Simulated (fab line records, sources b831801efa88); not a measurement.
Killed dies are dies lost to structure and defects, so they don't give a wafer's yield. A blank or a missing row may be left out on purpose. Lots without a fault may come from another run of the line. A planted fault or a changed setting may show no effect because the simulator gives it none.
A struck lot beside a sound one | flow sky130 | 14 steps out of a route of 708
Sound: wafers L917.2, L917.4, L917.6. Struck: wafers L922.1, L922.3, L922.6. The cause comes at the end.
At each step with rows: each side's tool, then ch and its chambers, then its first start. Under that, the readings that differ: sound wafers | struck wafers | difference of the means | sigmas: that difference in standard deviations of wafers without a fault.
alike: readings whose means differ by less than 2 such deviations, and words and numbers that are the same on both sides. not compared: withheld readings, readings that some wafer has no value for, bounds like >300 that may hide the same value, and numbers for which the record gives no deviation and whose values overlap.
The two part at a step that has a row with sigmas, a row that says differs or no value, or rows on one side only. Numbers that don't overlap but have no deviation are shown without sigmas and don't part them. A reading that every wafer of one side lacks parts them only if that side has two wafers or more.

first, 2 steps without rows for these wafers: SKY_NWELL_PEB_08; SKY_NWELL_DEVELOP_09 (develop time 60 s).
SKY_NWELL_OVL_MEAS_10:
  sound on overlay-01, day 7 08:07; struck on overlay-01, day 8 09:28
  alike: NWELL_00_OVL
then, 3 steps without rows for these wafers: SKY_NWELL_IMPLANT_11; SKY_NWELL_IMPLANT_12; SKY_NWELL_IMPLANT_13.
SKY_NWELL_STRIP_14: strips in O2/N2.
  sound on plasma_asher-03 ch 0, day 7 08:35; struck on plasma_asher-03 ch 0,1, day 8 09:57
  alike: drypump_motor_current_A, oes_product_au, strip_time_to_endpoint_s
  not compared: rf_hours_counter_h
SKY_NWELL_TW_MEAS_15:
  sound on film_metro-03, day 7 08:42; struck on film_metro-03, day 8 10:03
  alike: NWELL_TW
then, 4 steps without rows for these wafers: SKY_NWELL_DEHYDRATE_16 (time 60 s); SKY_NWELL_HMDS_17 (prime time 60 s); SKY_NWELL_COAT_18 (resist thk 3000 nm); SKY_NWELL_SOFTBAKE_19.
SKY_NWELL_EXPOSE_20: exposes mask NWM COMPLEMENT, target cd 840 nm.
  sound on iline_stepper-02 ch 0, day 7 18:10; struck on iline_stepper-01, day 8 20:57
  no value came back on the struck wafers for exposure_dose_mJ_cm2, focus_offset_nm (nm); on the sound wafers exposure_dose_mJ_cm2 reads 259.79 259.47 259.95
  reading                       | sound                         | struck                  | difference | sigmas
  model.NWELL.overlay_y_nm (nm) | -0.004768 -0.004768 -0.004768 | -0.4529 -0.4529 -0.4529 | -0.4481    |
  model.NWELL.overlay_x_nm (nm) | 0.3105 0.3105 0.3105          | -0.1549 -0.1549 -0.1549 | -0.4654    |
  alike: mask
then, 1 step without rows for these wafers: SKY_NWELL_PEB_21.

WHERE THEY PART
Only at SKY_NWELL_EXPOSE_20, within this record.

WHY: what the simulator had put in
Skipped step whole: iline_stepper-01, from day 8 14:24 on, at SKY_NWELL_EXPOSE_20. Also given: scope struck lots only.
